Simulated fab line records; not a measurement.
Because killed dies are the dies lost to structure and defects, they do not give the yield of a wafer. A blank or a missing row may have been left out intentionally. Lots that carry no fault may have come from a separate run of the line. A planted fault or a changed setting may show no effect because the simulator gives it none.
Which tool did it? ; flow sky130 ; 12 lots, 36 wafers sampled, at 1 step of a route of 708

== WHAT THE GAUGES READ, wafer by wafer ==
SKY_VT_ADJUST_LVTN_OVL_MEAS_07.
lot;measured;on;VT_ADJUST_LVTN_OVL (nm)
L075;day 6 18:58;overlay-02;-0.8 -0.9 -0.6
L077;day 8 01:39;overlay-01;-0.4 -2.7 -1.2
L080;day 8 14:17;overlay-01;-2.1 -1.2 -0.1
L081;day 8 20:26;overlay-01;-1.2 -0.1 -0.9
L083;day 9 07:49;overlay-02;-3.4 -4.7 -2.2
L085;day 9 21:35;overlay-01;-4.2 -5.1 -3.8
L087;day 10 08:44;overlay-01;-1.6 -1.9 -1.2
L089;day 10 18:04;overlay-01;2.2 -1.7 0.0
L091;day 11 06:31;overlay-01;-0.2 -1.0 -0.8
L093;day 12 05:04;overlay-01;-2.1 -2.1 -3.4
L094;day 12 23:54;overlay-02;-1.4 -1.6 -0.9
L097;day 13 06:50;overlay-02;-1.8 1.0 -1.6

== WHAT TOOL EACH LOT RAN ON (gives the tool, then ch and the chambers of the sampled wafers, and finally the start) ==
There is no process step in the record ahead of these readings.

== THE ANSWER, worked out from the rows above alone ==
Rule: what is usual is taken from the lots themselves. Put in order of their means at a reading, lots are off if they are a third of the lots or fewer, leave a main group of 4 or more, and stand apart from it by a gap of 3 or more times the standard deviation of the main group's means; of several such gaps the widest counts. Not used: any main group whose means are identical at the precision the tables above print for the reading. Also off: a lot with no number at a reading for which 4 or more lots have one. All remaining lots with rows at the step are treated as sound.
Across all readings shown, no lot is off: no conclusion can be drawn from this.

== WHAT THE SIMULATOR HAD INSERTED ==
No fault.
